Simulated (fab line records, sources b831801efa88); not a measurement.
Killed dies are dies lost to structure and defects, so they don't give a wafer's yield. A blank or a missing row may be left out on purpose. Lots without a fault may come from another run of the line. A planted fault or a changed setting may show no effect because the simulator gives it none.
fab line records | flow gf180mcu
record lots=5 wafers=15 last_day=33
route steps=602 shown M4@459 V4@476
lots that met no fault: from a run of the same line without faults
start_h: hours from the record's first day to the start of the lot's first wafer shown | wait_h: hours since the lot's step before | " the same as in the row above | L1.1+2: a row that stands for several wafers | - no value, or no start given | * or withheld: withheld | < > ~ a bound
route shown NAME@n: a module of which the file shows steps, and the number in the route of the first | usual: mean/standard deviation of fault-free wafers | same: alike in all rows | chamber/n: place in a boat | sites: the reading at each site | _std_site: their standard deviation | _edge_site: outer sites' mean less inner sites' | radius_mm: how far each site lies from the wafer's centre | mask NAME#n: copy n | behind: the tool/chamber that last shaped the wafer | hold: why the lot was held/for how many hours/how that ended | device: the transistor (n, p or np) that didn't switch | end of line: the same wafers' tests at the end of the route | a step without rows: its recipe alone | killed: dies lost to structure and defects at the first sort, not the wafer's yield | map: a wafer's dies, x killed, . not, _ none there
set.NAME: the setting as run; set.NAME@STEP: as run at that earlier step | model.NAME: the simulator's own value behind a step, which no gauge read
lots at some steps of the route; a table a step, a row a wafer
services: from which hour (start_h, from the record's first day; less than 0 if before it) a tool's chamber was out of use, for how many hours, and why
## steps
# step GF_M4_SPUTTER_03
# recipe material=Ti target_thk_nm=10 substrate_temp_c=300 chamber_pressure_pa=0.3 power_w=3000 time_s=6.7
# usual throttle_valve_pct=30.4/0.91
# columns lot.wafer tool chamber start_h wait_h throttle_valve_pct
L074.1 pvd_sputter-01 - 523.19 0.0 30.3
L074.2 " - " " 30.7
L074.4 " - " " 31.3
L081.1 pvd_sputter-01 - 575.70 0.0 28.7
L081.2 " - " " 30.7
L081.5 " - " " 31.0
L084.1 pvd_sputter-02 - 602.28 0.0 29.8
L084.3 " - " " 30.0
L084.5 " - " " 29.7
L093.2 pvd_sputter-01 - 666.05 0.0 30.1
L093.4 " - " " 30.8
L093.5 " - " " 30.9
L095.2 pvd_sputter-03 - 674.96 0.0 30.6
L095.4 " - " " 31.8
L095.5 " - " " 30.7
# step GF_M4_SPUTTER_04
# recipe material=TiN target_thk_nm=50 power_w=6500 time_s=41.7 chamber_pressure_pa=0.4
# usual throttle_valve_pct=30.5/0.91
# columns lot.wafer tool chamber start_h wait_h throttle_valve_pct
L074.1 pvd_sputter-01 - 523.21 0.0 30.5
L074.2 " - " " 30.7
L074.4 " - " " 31.1
L081.1 pvd_sputter-01 - 575.72 0.0 28.7
L081.2 " - " " 30.8
L081.5 " - " " 31.1
L084.1 pvd_sputter-02 - 602.30 0.0 29.7
L084.3 " - " " 30.0
L084.5 " - " " 30.1
L093.2 pvd_sputter-01 - 666.07 0.0 30.3
L093.4 " - " " 30.5
L093.5 " - " " 31.0
L095.2 pvd_sputter-03 - 674.98 0.0 30.8
L095.4 " - " " 31.9
L095.5 " - " " 30.3
# step GF_M4_RS_MEAS_05
# recipe thk_meas_gauge=four-point-probe reads=TiN_of_M4_SPUTTER_04+Ti_of_M4_SPUTTER_03+AlCu_of_M4_SPUTTER_02+TiN_of_M4_SPUTTER_01+Ti_of_M4_SPUTTER_00
# usual M4_ALCU_RS=0.0692/0.00071
# columns lot.wafer tool chamber start_h wait_h M4_ALCU_RS[ohm/sq]
L074.1 film_metro-01 - 523.25 0.0 0.0703
L074.2 " - " " 0.0688
L074.4 " - " " 0.0696
L081.1 film_metro-02 - 575.76 0.0 0.0697
L081.2 " - " " 0.0695
L081.5 " - " " 0.0695
L084.1 film_metro-01 - 602.34 0.0 0.0681
L084.3 " - " " 0.0689
L084.5 " - " " 0.0693
L093.2 film_metro-02 - 666.13 0.0 0.0701
L093.4 " - " " 0.0692
L093.5 " - " " 0.0689
L095.2 film_metro-03 - 675.04 0.0 0.0694
L095.4 " - " " 0.0689
L095.5 " - " " 0.0696
# step GF_M4_THK_MEAS_06
# recipe thk_meas_gauge=xrf reads=AlCu_of_M4_SPUTTER_02
# usual M4_ALCU_THK=456/6
# columns lot.wafer tool chamber start_h wait_h M4_ALCU_THK[nm]
L074.1 film_metro-01 - 523.37 0.1 449
L074.2 " - " " 459
L074.4 " - " " 454
L081.1 film_metro-02 - 575.88 0.1 451
L081.2 " - " " 452
L081.5 " - " " 456
L084.1 film_metro-01 - 602.46 0.1 466
L084.3 " - " " 456
L084.5 " - " " 454
L093.2 film_metro-02 - 666.24 0.1 449
L093.4 " - " " 457
L093.5 " - " " 455
L095.2 film_metro-03 - 675.15 0.1 448
L095.4 " - " " 452
L095.5 " - " " 447
# step GF_M4_DEHYDRATE_07
# recipe temp_c=200 time_s=60
# usual chill_plate_temp_C=23.01/0.11
# columns lot.wafer tool chamber start_h wait_h chill_plate_temp_C
L074.1 litho_track-04 0 533.76 10.4 23.00
L074.2 " 0 " " 23.20
L074.4 " 0 " " 23.16
L081.1 litho_track-04 0 586.11 10.2 22.99
L081.2 " 0 " " 23.03
L081.5 " 0 " " 22.85
L084.1 litho_track-04 0 611.81 9.3 22.85
L084.3 " 0 " " 23.15
L084.5 " 0 " " 22.95
L093.2 litho_track-04 0 675.58 9.3 23.10
L093.4 " 0 " " 22.99
L093.5 " 0 " " 23.07
L095.2 litho_track-01 0 683.89 8.7 23.21
L095.4 " 0 " " 23.06
L095.5 " 0 " " 23.03
# step GF_M4_HMDS_08
# recipe prime_time_s=60 prime_temp_c=120
# usual chill_plate_temp_C=23.02/0.11
# columns lot.wafer tool chamber start_h wait_h chill_plate_temp_C
L074.1 litho_track-04 0 533.91 0.1 23.11
L074.2 " 0 " " 23.03
L074.4 " 0 " " 23.07
L081.1 litho_track-04 0 586.26 0.1 23.07
L081.2 " 0 " " 23.05
L081.5 " 0 " " 22.84
L084.1 litho_track-04 0 611.96 0.1 22.94
L084.3 " 0 " " 22.92
L084.5 " 0 " " 22.90
L093.2 litho_track-04 0 675.73 0.1 23.02
L093.4 " 0 " " 22.98
L093.5 " 0 " " 23.00
L095.2 litho_track-01 0 684.04 0.1 22.89
L095.4 " 0 " " 22.92
L095.5 " 0 " " 23.01
# step GF_M4_COAT_09
# recipe resist=KrF spin_rpm=withheld resist_thk_nm=1000
# usual chill_plate_temp_C=23.00/0.096
# columns lot.wafer tool chamber start_h wait_h chill_plate_temp_C
L074.1 litho_track-04 0 534.06 0.1 23.07
L074.2 " 0 " " 23.17
L074.4 " 0 " " 23.11
L081.1 litho_track-04 0 586.41 0.1 23.00
L081.2 " 0 " " 23.11
L081.5 " 0 " " 23.03
L084.1 litho_track-04 0 612.11 0.1 23.08
L084.3 " 0 " " 22.96
L084.5 " 0 " " 23.00
L093.2 litho_track-04 0 675.88 0.1 23.01
L093.4 " 0 " " 22.95
L093.5 " 0 " " 22.96
L095.2 litho_track-01 0 684.19 0.1 23.03
L095.4 " 0 " " 22.87
L095.5 " 0 " " 22.96
# step GF_M4_SOFTBAKE_10
# recipe temp_c=130 time_s=60 resist=KrF
# usual chill_plate_temp_C=23.00/0.11
# columns lot.wafer tool chamber start_h wait_h chill_plate_temp_C
L074.1 litho_track-04 0 534.21 0.1 22.79
L074.2 " 0 " " 22.81
L074.4 " 0 " " 22.98
L081.1 litho_track-04 0 586.56 0.1 22.98
L081.2 " 0 " " 23.07
L081.5 " 0 " " 23.05
L084.1 litho_track-04 0 612.26 0.1 23.11
L084.3 " 0 " " 23.10
L084.5 " 0 " " 22.86
L093.2 litho_track-04 0 676.03 0.1 23.05
L093.4 " 0 " " 22.93
L093.5 " 0 " " 22.93
L095.2 litho_track-01 0 684.34 0.1 23.08
L095.4 " 0 " " 23.07
L095.5 " 0 " " 22.87
# step GF_M4_EXPOSE_11
# recipe mask_id=Metal4 target_cd_nm=280 na=0.68 source_shape=conventional sigma_outer=0.6 dose_mj=28
# columns lot.wafer tool chamber start_h wait_h mask
L074.1+2+4 krf_scanner-01 0 - - Metal4#0
L081.1+2+5 krf_scanner-01 0 - - Metal4#0
L084.1+3+5 krf_scanner-02 0 - - Metal4#0
L093.2+4+5 krf_scanner-01 0 - - Metal4#0
L095.2+4+5 krf_scanner-02 0 - - Metal4#0
# step GF_M4_PEB_12
# recipe peb_temp_c=135 peb_time_s=90 resist=KrF
# usual chill_plate_temp_C=22.99/0.12
# same peb_time_s=90
# columns lot.wafer tool chamber start_h wait_h chill_plate_temp_C
L074.1 litho_track-01 0 - - 23.04
L074.2 " 0 " " 23.18
L074.4 " 0 " " 23.10
L081.1 litho_track-04 0 - - 22.94
L081.2 " 0 " " 22.98
L081.5 " 0 " " 23.06
L084.1 litho_track-04 0 - - 23.03
L084.3 " 0 " " 22.99
L084.5 " 0 " " 22.95
L093.2 litho_track-01 0 - - 22.77
L093.4 " 0 " " 22.87
L093.5 " 0 " " 22.72
L095.2 litho_track-01 0 - - 23.08
L095.4 " 0 " " 23.26
L095.5 " 0 " " 23.13
# step GF_M4_DEVELOP_13
# recipe develop_time_s=60 dev_temp_c=21
# usual chill_plate_temp_C=23.04/0.099
# same develop_time_s=60
# columns lot.wafer tool chamber start_h wait_h chill_plate_temp_C
L074.1 litho_track-01 0 545.66 0.2 23.12
L074.2 " 0 " " 23.09
L074.4 " 0 " " 22.98
L081.1 litho_track-04 0 596.81 0.2 22.96
L081.2 " 0 " " 22.87
L081.5 " 0 " " 23.10
L084.1 litho_track-04 0 623.11 0.2 23.00
L084.3 " 0 " " 23.01
L084.5 " 0 " " 23.02
L093.2 litho_track-01 0 685.44 0.2 23.00
L093.4 " 0 " " 23.25
L093.5 " 0 " " 23.12
L095.2 litho_track-01 0 693.29 0.2 22.89
L095.4 " 0 " " 23.09
L095.5 " 0 " " 23.09
# step GF_M4_CD_MEAS_14
# recipe target_cd_nm=280
# usual cd_nm=280.3/1.3
# columns lot.wafer tool chamber start_h wait_h cd_nm
L074.1 cd_sem-01 - 545.81 0.1 280.4
L074.2 " - " " 281.1
L074.4 " - " " 281.0
L081.1 cd_sem-01 - 596.96 0.1 278.3
L081.2 " - " " 279.8
L081.5 " - " " 278.3
L084.1 cd_sem-01 - 623.26 0.1 279.1
L084.3 " - " " 280.5
L084.5 " - " " 280.9
L093.2 cd_sem-01 - 685.58 0.1 279.7
L093.4 " - " " 279.1
L093.5 " - " " 279.6
L095.2 cd_sem-02 - 693.43 0.1 279.4
L095.4 " - " " 280.0
L095.5 " - " " 278.3
# step GF_M4_OVL_MEAS_15
# usual M4_OVL=-1/6.1
# columns lot.wafer tool chamber start_h wait_h M4_OVL[nm]
L074.1 overlay-01 - 545.93 0.1 4
L074.2 " - " " -4
L074.4 " - " " -2
L081.1 overlay-02 - 597.08 0.1 -1
L081.2 " - " " 2
L081.5 " - " " 1
L084.1 overlay-01 - 623.38 0.1 6
L084.3 " - " " 6
L084.5 " - " " 4
L093.2 overlay-02 - 685.69 0.1 -7
L093.4 " - " " -8
L093.5 " - " " -8
L095.2 overlay-01 - 693.54 0.1 10
L095.4 " - " " 8
L095.5 " - " " 7
# step GF_M4_METAL_ETCH_16
# recipe chemistry=Cl2/BCl3 mask_material=KrF target_depth_nm=750.8 stop_on=SiO2 pressure_mtorr=8 icp_w=800 bias_w=140 Cl2_flow_sccm=80 bcl3_flow_sccm=40 time_s=125.1
# usual drypump_motor_current_A=5.7/0.6 oes_product_au=0.991/0.005 throttle_valve_pct=28.229/0.0095
# columns lot.wafer tool chamber start_h wait_h drypump_motor_current_A oes_product_au rf_hours_counter_h throttle_valve_pct
L074.1 rie_metal-02 1 545.97 0.0 5.9 0.999 11 28.223
L074.2 " 0 " " 6.2 0.988 11 28.230
L074.4 " 0 " " 6.2 0.991 - 28.216
L081.1 rie_metal-01 0 597.12 0.0 4.8 0.997 2 28.227
L081.2 " 0 " " 4.8 0.997 - 28.225
L081.5 " 0 " " 4.8 0.994 - 28.224
L084.1 rie_metal-03 0 623.42 0.0 5.8 0.989 12 28.243
L084.3 " 0 " " 5.8 0.979 - 28.235
L084.5 " 0 " " 5.8 0.991 - 28.233
L093.2 rie_metal-01 0 685.72 0.0 4.8 0.994 8 28.228
L093.4 " 1 " " 6.6 0.985 - 28.222
L093.5 " 1 " " 6.6 0.996 - 28.236
L095.2 rie_metal-03 1 693.57 0.0 6.1 0.986 6 28.230
L095.4 " 1 " " 6.1 0.997 - 28.231
L095.5 " 1 " " 6.1 0.998 - 28.235
# step GF_M4_STRIP_17
# recipe chemistry=O2/N2 power_w=1400 pressure_mtorr=1500 platen_temp_c=250 o2_flow_sccm=3000 n2_flow_sccm=300 overash_fraction=0.5
# usual drypump_motor_current_A=5.7/0.54 heater_power_w=321/27 oes_product_au=0.536/0.0049 platen_temp_c=250.02/0.19 strip_time_to_endpoint_s=7.38/0.039
# columns lot.wafer tool chamber start_h wait_h drypump_motor_current_A heater_power_w oes_product_au platen_temp_c rf_hours_counter_h strip_time_to_endpoint_s
L074.1 plasma_asher-03 1 546.10 0.1 6.6 299 0.533 250.22 44 7.31
L074.2 " 0 " " 5.5 292 0.531 250.35 44 7.33
L074.4 " 1 " " 6.6 295 0.532 249.88 - 7.34
L081.1 plasma_asher-04 1 597.37 0.2 6.1 373 0.530 249.85 95 7.32
L081.2 " 0 " " 5.4 317 0.541 250.10 95 7.35
L081.5 " 0 " " 5.4 318 0.536 249.90 - 7.34
L084.1 plasma_asher-04 0 623.54 0.1 5.4 308 0.540 249.94 97 7.40
L084.3 " 1 " " 6.1 374 0.541 250.30 - 7.43
L084.5 " 1 " " 6.1 370 0.530 249.95 - 7.40
L093.2 plasma_asher-02 1 685.85 0.1 6.0 340 0.541 249.83 89 7.39
L093.4 " 1 " " 6.0 331 0.542 250.05 - 7.38
L093.5 " 1 " " 5.9 325 0.540 250.23 - 7.39
L095.2 plasma_asher-02 0 693.70 0.1 4.9 307 0.537 249.75 90 7.42
L095.4 " 0 " " 4.9 298 0.541 249.72 - 7.39
L095.5 " 1 " " 6.0 329 0.535 250.00 - 7.37
# step GF_M4_STRIP_18
# recipe chemistry=post_etch_residue_remover time_s=1200 temp_c=72.5
# columns lot.wafer tool chamber start_h wait_h
L074.1+2+4 wet_bench-02 3 546.20 0.1
L081.1+2+5 wet_bench-03 2 597.47 0.1
L084.1+3+5 wet_bench-01 1 623.64 0.1
L093.2+4+5 wet_bench-03 3 685.95 0.1
L095.2+4+5 wet_bench-03 2 693.80 0.1
# step GF_M4_CLEAN_19
# recipe chemistry=DIW dry=n2_spin
# columns lot.wafer tool chamber start_h wait_h
L074.1+2+4 wet_bench-01 1 546.54 0.0
L081.1+2+5 wet_bench-02 0 597.82 0.0
L084.1+3+5 wet_bench-03 0 624.05 0.0
L093.2+4+5 wet_bench-01 2 686.29 0.0
L095.2+4+5 wet_bench-02 3 694.48 0.0
# step GF_V4_CVD_00
# recipe material=SiO2 target_thk_nm=600 sigma_open_frac=0.3 temp_c=400 time_s=100 sih4_flow_sccm=60 pressure_mtorr=6
# usual pressure_mtorr=6.001/0.012
# columns lot.wafer tool chamber start_h wait_h pressure_mtorr
L074.1 hdpcvd-01 2 546.64 0.0 5.990
L074.2 " 1 " " 5.986
L074.4 " 2 " " 5.990
L081.1 hdpcvd-02 1 597.91 0.0 6.013
L081.2 " 0 " " 5.978
L081.5 " 1 " " 6.011
L084.1 hdpcvd-01 0 624.14 0.0 6.029
L084.3 " 2 " " 5.996
L084.5 " 2 " " 6.013
L093.2 hdpcvd-02 0 686.38 0.0 5.996
L093.4 " 1 " " 5.990
L093.5 " 0 " " 5.974
L095.2 hdpcvd-02 0 694.57 0.0 6.012
L095.4 " 2 " " 6.012
L095.5 " 1 " " 6.001
# step GF_V4_THK_MEAS_01
# recipe reads=SiO2_of_V4_CVD_00
# usual V4_CVD_00_THK=599/8.1
# columns lot.wafer tool chamber start_h wait_h V4_CVD_00_THK[nm]
L074.1 film_metro-02 - 546.71 0.0 612
L074.2 " - " " 596
L074.4 " - " " 619
L081.1 film_metro-04 - 597.98 0.0 601
L081.2 " - " " 579
L081.5 " - " " 602
L084.1 film_metro-02 - 624.25 0.1 610
L084.3 " - " " 612
L084.5 " - " " 609
L093.2 film_metro-04 - 686.46 0.0 591
L093.4 " - " " 604
L093.5 " - " " 589
L095.2 film_metro-02 - 694.65 0.0 591
L095.4 " - " " 604
L095.5 " - " " 600
# step GF_V4_CVD_02
# recipe material=SiO2 target_thk_nm=850 precursor=TEOS temp_c=400 time_s=94.851 rf_w=600
# usual heater_power_w=644/69
# columns lot.wafer tool chamber start_h wait_h heater_power_w
L074.1 pecvd-04 2 546.77 0.1 587
L074.2 " 0 " " 734
L074.4 " 2 " " 614
L081.1 pecvd-04 1 598.04 0.1 579
L081.2 " 2 " " 597
L081.5 " 2 " " 641
L084.1 pecvd-02 1 624.31 0.1 778
L084.3 " 2 " " 563
L084.5 " 1 " " 636
L093.2 pecvd-04 0 686.51 0.0 735
L093.4 " 0 " " 581
L093.5 " 2 " " 637
L095.2 pecvd-03 0 694.70 0.0 654
L095.4 " 1 " " 659
L095.5 " 2 " " 622
# step GF_V4_THK_MEAS_03
# recipe reads=SiO2_of_V4_CVD_02
# usual V4_CVD_02_THK=845/12
# columns lot.wafer tool chamber start_h wait_h V4_CVD_02_THK[nm]
L074.1 film_metro-04 - 546.84 0.0 840
L074.2 " - " " 850
L074.4 " - " " 868
L081.1 film_metro-02 - 598.11 0.0 846
L081.2 " - " " 835
L081.5 " - " " 844
L084.1 film_metro-02 - 624.38 0.0 840
L084.3 " - " " 840
L084.5 " - " " 828
L093.2 film_metro-02 - 686.59 0.0 833
L093.4 " - " " 847
L093.5 " - " " 853
L095.2 film_metro-02 - 694.78 0.0 832
L095.4 " - " " 835
L095.5 " - " " 830
# step GF_V4_CMP_04
# recipe material=SiO2 down_force_psi=4 platen_rpm=60 pad_velocity_m_s=0.94248
# usual motor_current_A=13.5/2.3 time_to_endpoint_s=82/6.6
# columns lot.wafer tool chamber start_h wait_h motor_current_A time_to_endpoint_s
L074.1 cmp-01 3 546.90 0.1 12.4 75
L074.2 " 0 " " 12.1 79
L074.4 " 2 " " 12.6 82
L081.1 cmp-02 1 598.17 0.1 9.1 80
L081.2 " 3 " " 14.7 76
L081.5 " 1 " " 9.2 81
L084.1 cmp-02 3 624.44 0.1 14.5 82
L084.3 " 0 " " 13.2 88
L084.5 " 0 " " 13.7 81
L093.2 cmp-02 2 686.64 0.0 16.2 84
L093.4 " 3 " " 15.3 83
L093.5 " 2 " " 16.8 90
L095.4 cmp-02 1 694.88 0.1 9.5 81
L095.2 " 3 " " 15.0 78
L095.5 " 0 " " 14.5 83
# step GF_V4_BOW_MEAS_05
# recipe mode=bow
# usual V4_BOW=134/8.5
# columns lot.wafer tool chamber start_h wait_h V4_BOW[um]
L074.1 film_metro-04 - 547.20 0.2 133
L074.2 " - " " 135
L074.4 " - " " 143
L081.1 film_metro-04 - 598.47 0.2 121
L081.2 " - " " 130
L081.5 " - " " 131
L084.1 film_metro-04 - 624.74 0.2 142
L084.3 " - " " 118
L084.5 " - " " 125
L093.2 film_metro-02 - 686.96 0.3 142
L093.4 " - " " 144
L093.5 " - " " 132
L095.2 film_metro-01 - 695.15 0.1 127
L095.4 " - " " 132
L095.5 " - " " 138
# step GF_V4_DEHYDRATE_06
# recipe temp_c=200 time_s=60
# usual chill_plate_temp_C=23.00/0.11
# columns lot.wafer tool chamber start_h wait_h chill_plate_temp_C
L074.1 litho_track-04 0 557.21 10.0 22.98
L074.2 " 0 " " 23.02
L074.4 " 0 " " 23.18
L081.1 litho_track-03 0 607.73 9.2 23.09
L081.2 " 0 " " 23.06
L081.5 " 0 " " 23.16
L084.1 litho_track-04 0 633.86 9.1 22.87
L084.3 " 0 " " 23.00
L084.5 " 0 " " 23.01
L093.2 litho_track-03 0 695.75 8.8 22.92
L093.4 " 0 " " 22.81
L093.5 " 0 " " 22.89
L095.2 litho_track-02 0 703.79 8.6 23.05
L095.4 " 0 " " 23.15
L095.5 " 0 " " 23.05
# step GF_V4_HMDS_07
# recipe prime_time_s=60 prime_temp_c=120
# usual chill_plate_temp_C=23.00/0.11
# columns lot.wafer tool chamber start_h wait_h chill_plate_temp_C
L074.1 litho_track-04 0 557.36 0.1 22.93
L074.2 " 0 " " 23.15
L074.4 " 0 " " 22.95
L081.1 litho_track-03 0 607.88 0.1 23.02
L081.2 " 0 " " 23.04
L081.5 " 0 " " 23.07
L084.1 litho_track-04 0 634.01 0.1 22.97
L084.3 " 0 " " 23.09
L084.5 " 0 " " 23.16
L093.2 litho_track-03 0 695.90 0.1 22.84
L093.4 " 0 " " 22.83
L093.5 " 0 " " 22.88
L095.2 litho_track-02 0 703.94 0.1 22.86
L095.4 " 0 " " 23.16
L095.5 " 0 " " 23.10
# step GF_V4_COAT_08
# recipe resist=BARC temp_c=withheld time_s=withheld spin_rpm=withheld resist_thk_nm=withheld
# usual chill_plate_temp_C=*
# columns lot.wafer tool chamber start_h wait_h chill_plate_temp_C
L074.1 litho_track-04 0 557.51 0.1 *
L074.2 " 0 " " *
L074.4 " 0 " " *
L081.1 litho_track-03 0 608.03 0.1 *
L081.2 " 0 " " *
L081.5 " 0 " " *
L084.1 litho_track-04 0 634.16 0.1 *
L084.3 " 0 " " *
L084.5 " 0 " " *
L093.2 litho_track-03 0 696.05 0.1 *
L093.4 " 0 " " *
L093.5 " 0 " " *
L095.2 litho_track-02 0 704.09 0.1 *
L095.4 " 0 " " *
L095.5 " 0 " " *
# step GF_V4_COAT_09
# recipe resist=KrF spin_rpm=withheld resist_thk_nm=1000
# usual chill_plate_temp_C=23.00/0.1
# columns lot.wafer tool chamber start_h wait_h chill_plate_temp_C
L074.1 litho_track-04 0 - - 22.94
L074.2 " 0 " " 23.10
L074.4 " 0 " " 22.98
L081.1 litho_track-03 0 - - 23.01
L081.2 " 0 " " 23.02
L081.5 " 0 " " 23.12
L084.1 litho_track-04 0 - - 23.08
L084.3 " 0 " " 22.97
L084.5 " 0 " " 22.97
L093.2 litho_track-03 0 - - 23.02
L093.4 " 0 " " 23.21
L093.5 " 0 " " 22.93
L095.2 litho_track-02 0 - - 23.18
L095.4 " 0 " " 23.17
L095.5 " 0 " " 23.13
# step GF_V4_SOFTBAKE_10
# recipe temp_c=130 time_s=60 resist=KrF
# usual chill_plate_temp_C=22.99/0.1
# columns lot.wafer tool chamber start_h wait_h chill_plate_temp_C
L074.1 litho_track-04 0 - - 22.87
L074.2 " 0 " " 23.07
L074.4 " 0 " " 22.81
L081.1 litho_track-03 0 - - 22.93
L081.2 " 0 " " 22.99
L081.5 " 0 " " 23.02
L084.1 litho_track-04 0 - - 22.95
L084.3 " 0 " " 22.87
L084.5 " 0 " " 23.05
L093.2 litho_track-03 0 - - 23.10
L093.4 " 0 " " 23.27
L093.5 " 0 " " 23.09
L095.2 litho_track-02 0 - - 23.12
L095.4 " 0 " " 22.97
L095.5 " 0 " " 23.04
# step GF_V4_EXPOSE_11
# recipe mask_id=Via4 target_cd_nm=260 na=0.68 source_shape=conventional sigma_outer=0.6 dose_mj=38
# columns lot.wafer tool chamber start_h wait_h mask
L074.1+2+4 krf_scanner-02 0 - - Via4#0
L081.1+2+5 krf_scanner-01 0 - - Via4#0
L084.1+3+5 krf_scanner-01 0 - - Via4#0
L093.2+4+5 krf_scanner-02 0 - - Via4#0
L095.2+4+5 krf_scanner-01 0 - - Via4#0
# step GF_V4_PEB_12
# recipe peb_temp_c=135 peb_time_s=90 resist=KrF
# usual chill_plate_temp_C=22.99/0.11
# same peb_time_s=90
# columns lot.wafer tool chamber start_h wait_h chill_plate_temp_C
L074.1 litho_track-02 0 - - 22.97
L074.2 " 0 " " 23.05
L074.4 " 0 " " 23.04
L081.1 litho_track-02 0 - - 23.09
L081.2 " 0 " " 23.04
L081.5 " 0 " " 23.11
L084.1 litho_track-04 0 - - 22.91
L084.3 " 0 " " 22.80
L084.5 " 0 " " 22.87
L093.2 litho_track-02 0 - - 23.10
L093.4 " 0 " " 23.06
L093.5 " 0 " " 23.19
L095.2 litho_track-04 0 - - 22.82
L095.4 " 0 " " 22.79
L095.5 " 0 " " 22.88
# step GF_V4_DEVELOP_13
# recipe develop_time_s=60 resist=KrF dev_temp_c=21
# usual chill_plate_temp_C=22.97/0.12
# same develop_time_s=60
# columns lot.wafer tool chamber start_h wait_h chill_plate_temp_C
L074.1 litho_track-02 0 569.17 0.2 22.88
L074.2 " 0 " " 22.74
L074.4 " 0 " " 22.90
L081.1 litho_track-02 0 618.87 0.2 22.75
L081.2 " 0 " " 22.76
L081.5 " 0 " " 22.84
L084.1 litho_track-04 0 644.51 0.2 23.16
L084.3 " 0 " " 22.93
L084.5 " 0 " " 22.95
L093.2 litho_track-02 0 705.64 0.2 22.96
L093.4 " 0 " " 22.92
L093.5 " 0 " " 22.99
L095.2 litho_track-04 0 713.08 0.2 23.10
L095.4 " 0 " " 22.95
L095.5 " 0 " " 23.03
# step GF_V4_CD_MEAS_14
# recipe target_cd_nm=260
# usual cd_nm=259.8/1.3
# columns lot.wafer tool chamber start_h wait_h cd_nm
L074.1 cd_sem-02 - 569.32 0.1 260.4
L074.2 " - " " 260.6
L074.4 " - " " 260.2
L081.1 cd_sem-02 - 619.02 0.1 260.4
L081.2 " - " " 260.4
L081.5 " - " " 260.6
L084.1 cd_sem-02 - 644.66 0.1 260.4
L084.3 " - " " 260.0
L084.5 " - " " 260.9
L093.2 cd_sem-02 - 705.79 0.1 259.6
L093.4 " - " " 260.9
L093.5 " - " " 259.1
L095.2 cd_sem-02 - 713.23 0.1 261.5
L095.4 " - " " 258.1
L095.5 " - " " 259.4
# step GF_V4_OVL_MEAS_15
# usual V4_OVL=0/4.3
# columns lot.wafer tool chamber start_h wait_h V4_OVL[nm]
L074.1 overlay-01 - 569.44 0.1 3
L074.2 " - " " 6
L074.4 " - " " 2
L081.1 overlay-01 - 619.14 0.1 -1
L081.2 " - " " 4
L081.5 " - " " -5
L084.1 overlay-01 - 644.78 0.1 -2
L084.3 " - " " 0
L084.5 " - " " -5
L093.2 overlay-01 - 705.90 0.1 -4
L093.4 " - " " 1
L093.5 " - " " 1
L095.2 overlay-02 - 713.33 0.1 -1
L095.4 " - " " -3
L095.5 " - " " -11
# step GF_V4_ETCH_16
# recipe chemistry=N2/H2 target_depth_a=withheld overetch_a=withheld time_s=withheld target=BARC ion_energy_ev=200 source_w=500 bias_w=100 pressure_mtorr=30 n2_flow_sccm=100 h2_flow_sccm=200
# usual drypump_motor_current_A=5.84/0.28 oes_product_au=0.854/0.0045 throttle_valve_pct=13.224/0.01
# columns lot.wafer tool chamber start_h wait_h drypump_motor_current_A oes_product_au throttle_valve_pct
L074.1 rie_diel-02 1 569.48 0.0 5.93 0.853 13.239
L074.2 " 2 " " 6.07 0.848 13.218
L074.4 " 3 " " 5.98 0.851 13.226
L081.1 rie_diel-03 3 619.18 0.0 6.44 0.851 13.232
L081.2 " 1 " " 5.88 0.854 13.236
L081.5 " 0 " " 5.35 0.850 13.212
L084.1 rie_diel-04 3 644.82 0.0 5.17 0.855 13.217
L084.3 " 0 " " 5.89 0.863 13.223
L084.5 " 0 " " 5.89 0.856 13.232
L093.2 rie_diel-02 1 705.93 0.0 5.95 0.851 13.237
L093.4 " 0 " " 5.79 0.851 13.217
L093.5 " 1 " " 5.94 0.855 13.211
L095.2 rie_diel-02 0 713.36 0.0 5.81 0.856 13.244
L095.4 " 1 " " 5.98 0.852 13.219
L095.5 " 2 " " 6.06 0.852 13.235
# step GF_V4_ETCH_17
# recipe chemistry=C4F8/O2/Ar mask_material=KrF target=SiO2 stop_on=TiN source_w=1500 bias_w=1200 pressure_mtorr=40 c4f8_flow_sccm=withheld O2_flow_sccm=6 Ar_flow_sccm=300 time_s=withheld target_depth_a=6300
# usual oes_product_au=0.857/0.0046
# columns lot.wafer tool chamber start_h wait_h oes_product_au
L074.1 rie_diel-02 1 - - 0.856
L074.2 " 2 " " 0.859
L074.4 " 3 " " 0.852
L081.1 rie_diel-03 3 - - 0.853
L081.2 " 1 " " 0.854
L081.5 " 0 " " 0.848
L084.1 rie_diel-04 3 - - 0.851
L084.3 " 0 " " 0.855
L084.5 " 0 " " 0.865
L093.2 rie_diel-02 1 - - 0.865
L093.4 " 0 " " 0.862
L093.5 " 1 " " 0.863
L095.2 rie_diel-02 0 - - 0.862
L095.4 " 1 " " 0.854
L095.5 " 2 " " 0.848
## services
# columns tool chamber start_h hours kind
rie_diel-02 2 507.57 2.7 repair
krf_scanner-01 - 507.83 1.3 pm
krf_scanner-01 - 509.13 4.4 pm
krf_scanner-01 - 514.82 10.6 repair
cmp-02 - 520.15 0.4 repair
cmp-02 - 533.81 1.7 repair
krf_scanner-01 - 538.35 0.8 pm
rie_diel-02 - 538.78 0.5 repair
krf_scanner-02 - 545.66 1.3 pm
krf_scanner-02 - 547.94 0.7 repair
krf_scanner-02 - 565.76 36.0 pm
cmp-02 - 583.05 4.3 pm
krf_scanner-01 - 601.76 1.0 pm
krf_scanner-02 - 623.38 4.4 pm
krf_scanner-02 - 630.44 0.8 pm
cmp-02 - 634.85 2.8 pm
rie_diel-02 0 639.89 2.6 repair
cmp-02 - 641.54 0.6 repair
rie_diel-02 1 644.60 9.8 repair
krf_scanner-01 - 647.29 4.0 repair
rie_diel-02 - 662.61 28.1 pm
krf_scanner-02 - 667.89 1.0 pm
krf_scanner-01 - 683.73 1.3 pm
krf_scanner-01 - 707.15 0.8 pm
## key
fault none
